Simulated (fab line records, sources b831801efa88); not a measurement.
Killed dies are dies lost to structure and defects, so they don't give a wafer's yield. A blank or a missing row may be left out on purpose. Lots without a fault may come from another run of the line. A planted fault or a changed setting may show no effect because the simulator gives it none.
Which tool did it? | flow sky130 | 13 lots, 39 wafers sampled, at 3 steps of a route of 708

WHAT THE GAUGES READ, wafer by wafer
SKY_POLY_GATE_OVL_MEAS_14.
lot  | measured     | on         | POLY_GATE_OVL (nm)
L279 | day 16 10:49 | overlay-02 | -5 -3 -5
L280 | day 16 17:16 | overlay-01 | 9 8 3
L282 | day 17 06:22 | overlay-02 | 8 11 6
L283 | day 17 20:32 | overlay-01 | 2 8 9
L284 | day 18 03:19 | overlay-02 | -2 7 -4
L285 | day 18 09:10 | overlay-02 | -3 -3 0
L295 | day 22 13:03 | overlay-02 | 1 4 1
L297 | day 23 00:39 | overlay-01 | -1 5 3
L298 | day 23 14:16 | overlay-02 | 13 8 6
L299 | day 23 18:33 | overlay-01 | 14 -1 10
L300 | day 24 06:10 | overlay-02 | 12 6 7
L301 | day 24 14:56 | overlay-02 | -8 -2 3
L302 | day 24 21:12 | overlay-02 | 1 3 -1

SKY_LDD_N_OVL_MEAS_07.
lot  | measured     | on         | LDD_N_OVL (nm)
L279 | day 17 17:45 | overlay-02 | 2.9 -0.7 2.0
L280 | day 18 01:09 | overlay-02 | -0.6 0.6 -2.4
L282 | day 18 14:53 | overlay-01 | 1.7 -1.4 0.3
L283 | day 19 05:05 | overlay-01 | 0.7 1.5 2.3
L284 | day 19 10:56 | overlay-02 | -1.4 -0.9 -0.9
L285 | day 19 18:41 | overlay-02 | 0.2 -0.3 0.6
L295 | day 23 20:29 | overlay-01 | -2.5 0.4 -0.5
L297 | day 24 08:14 | overlay-01 | 2.3 2.9 4.4
L298 | day 24 21:59 | overlay-02 | -0.8 0.2 -0.8
L299 | day 25 01:53 | overlay-01 | -0.6 -1.4 -2.1
L300 | day 25 13:30 | overlay-02 | 0.8 -1.1 -0.8
L301 | day 25 22:23 | overlay-02 | 1.1 2.6 0.5
L302 | day 26 04:05 | overlay-02 | 0.1 -0.9 0.7

SKY_LDD_P_TW_MEAS_11.
lot  | measured     | on            | LDD_P_TW
L279 | day 19 00:34 | film_metro-04 | 632 633 632
L280 | day 19 09:06 | film_metro-04 | 634 635 639
L282 | day 19 23:26 | film_metro-01 | 628 630 630
L283 | day 20 13:50 | film_metro-01 | 626 630 626
L284 | day 20 19:27 | film_metro-04 | 640 641 640
L285 | day 21 02:56 | film_metro-04 | 640 639 639
L295 | day 25 04:05 | film_metro-02 | 646 645 646
L297 | day 25 14:35 | film_metro-02 | 643 648 641
L298 | day 26 05:08 | film_metro-02 | 645 643 646
L299 | day 26 08:47 | film_metro-04 | 634 638 637
L300 | day 26 20:18 | film_metro-01 | 629 631 633
L301 | day 27 04:36 | film_metro-02 | 644 640 648
L302 | day 27 11:01 | film_metro-01 | 628 621 625

WHICH TOOL RAN EACH LOT (tool, then ch and the chambers of the sampled wafers, then the start)
The record holds no process step before these readings.

WHAT THE TOOLS THEMSELVES READ (means of the sampled wafers that have a number; where no wafer has one, the mark that the record gives instead)
The record holds no such reading with a usual standard deviation.

THE ANSWER, worked out from the rows above alone
Rule: what is usual is taken from the lots themselves. Put in order of their means at a reading, lots are off if they are a third of the lots or fewer, leave a main group of 4 or more, and stand apart from it by a gap of 3 or more times the standard deviation of the main group's means; of several such gaps the widest counts. A main group whose means are all the same, to the digits that the tables above print for the reading, isn't used. A lot without any number at a reading at which 4 lots or more have one is off too. The other lots that the step has rows for count as sound. The gauges are gone through in route order, then the tools' own readings, and for those a lot's mean is taken as printed above. The first step at which some lot is off is used, and at that step the reading that is off furthest; a lot without a number counts as furthest.
No lot is off at any reading shown: from this, nothing can be told.

WHAT THE SIMULATOR HAD PUT IN
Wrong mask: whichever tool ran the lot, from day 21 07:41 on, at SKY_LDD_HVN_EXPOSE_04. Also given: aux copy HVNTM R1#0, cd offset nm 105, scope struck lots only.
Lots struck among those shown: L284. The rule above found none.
